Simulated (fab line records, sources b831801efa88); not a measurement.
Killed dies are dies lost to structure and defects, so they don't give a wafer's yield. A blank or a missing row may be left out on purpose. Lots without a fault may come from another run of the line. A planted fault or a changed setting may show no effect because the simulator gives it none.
A struck lot beside a sound one | flow gf180mcu | 15 steps out of a route of 602
Sound: wafers L425.1, L425.4, L425.6. Struck: wafer L444.5. (L444.1, L444.2 of the same lot were not struck and are left out.) The cause comes at the end.
At each step with rows: each side's tool, then ch and its chambers, then its first start. Under that, the readings that differ: sound wafers | struck wafers | difference of the means | sigmas: that difference in standard deviations of wafers without a fault.
alike: readings whose means differ by less than 2 such deviations, and words and numbers that are the same on both sides. not compared: withheld readings, readings that some wafer has no value for, bounds like >300 that may hide the same value, and numbers for which the record gives no deviation and whose values overlap.
The two part at a step that has a row with sigmas, a row that says differs or no value, or rows on one side only. Numbers that don't overlap but have no deviation are shown without sigmas and don't part them. A reading that every wafer of one side lacks parts them only if that side has two wafers or more.

first, 3 steps without rows for these wafers: GF_M5_EXPOSE_04 (exposes mask Metal5, target cd 280 nm); GF_M5_PEB_05 (peb time 90 s); GF_M5_DEVELOP_06 (develop time 60 s).
GF_M5_CD_MEAS_07: target cd 280 nm.
  sound on cd_sem-01, day 26 04:29; struck on cd_sem-01, day 31 22:47
  alike: cd_nm
GF_M5_OVL_MEAS_08:
  sound on overlay-02, day 26 04:36; struck on overlay-02, day 31 22:55
  alike: M5_OVL
GF_M5_ETCH_09: etches Si3N4 in CF4/O2, target depth 52 nm, time 11.6 s.
  sound on rie_diel-01 ch 1, day 26 04:38; struck on rie_diel-04 ch 1, day 31 22:57
  reading             | sound             | struck | difference | sigmas
  O2_flow_sccm (sccm) | 9.970 9.956 9.971 | 10.029 | +0.063     | +2
  alike: drypump_motor_current_A, oes_product_au, throttle_valve_pct
  not compared: rf_hours_counter_h
GF_M5_METAL_ETCH_10: etches the open film in Cl2/BCl3, stops on SiO2, target depth 627.5 nm, time 104.6 s.
  sound on rie_metal-04 ch 0,1, day 26 04:40; struck on rie_metal-03 ch 1, day 31 22:58
  reading                     | sound       | struck | difference | sigmas
  drypump_motor_current_A (A) | 4.7 4.7 6.4 | 6.7    | +1.4       | +2
  alike: oes_product_au, throttle_valve_pct
  not compared: rf_hours_counter_h
GF_M5_STRIP_11: strips in O2/N2.
  sound on plasma_asher-03 ch 0, day 26 04:47; struck on plasma_asher-04 ch 1, day 31 23:05
  reading                      | sound          | struck | difference | sigmas
  strip_time_to_endpoint_s (s) | 7.52 7.47 7.51 | 7.60   | +0.10      | +2
  alike: drypump_motor_current_A, heater_power_w, oes_product_au
  not compared: rf_hours_counter_h
then, 3 steps without rows for these wafers: GF_M5_STRIP_12 (strips in post etch residue remover, time 1200 s); GF_M5_CLEAN_13 (cleans in DIW); GF_V5_CVD_00 (deposits SiO2, target thk 300 nm, time 50 s).
GF_V5_THK_MEAS_01:
  sound on film_metro-01, day 26 05:24; struck on film_metro-04, day 31 23:46
  alike: V5_CVD_00_THK
GF_V5_CVD_02: deposits SiO2 from TEOS, target thk 1450 nm, time 163.28 s.
  sound on pecvd-03 ch 0,1,2, day 26 05:28; struck on pecvd-03 ch 1, day 31 23:50
  reading                             | sound          | struck | difference | sigmas
  model.SiO2_of_V5_CVD_02.thk_nm (nm) | 1439 1448 1465 | 1570   | +119       |
  alike: heater_power_w
GF_V5_THK_MEAS_03:
  sound on film_metro-02, day 26 05:34; struck on film_metro-02, day 32 00:16
  reading            | sound          | struck | difference | sigmas
  V5_CVD_02_THK (nm) | 1439 1449 1464 | 1570   | +119       | +7
  not compared: hold
GF_V5_CMP_04: polishes SiO2.
  sound on cmp-02 ch 0,1, day 26 05:41; struck on cmp-01 ch 0, day 32 01:51
  reading                      | sound             | struck                   | difference                   | sigmas
  hold                         | - - -             | await_dispo/1.4h/release | no value on the sound wafers |
  retaining_ring_pressure_frac | 1.002 0.994 0.997 | 1.011                    | +0.013                       | +3
  alike: motor_current_A

WHERE THEY PART
First at GF_M5_ETCH_09; last, within this record, at GF_V5_CMP_04.

WHY: what the simulator had put in
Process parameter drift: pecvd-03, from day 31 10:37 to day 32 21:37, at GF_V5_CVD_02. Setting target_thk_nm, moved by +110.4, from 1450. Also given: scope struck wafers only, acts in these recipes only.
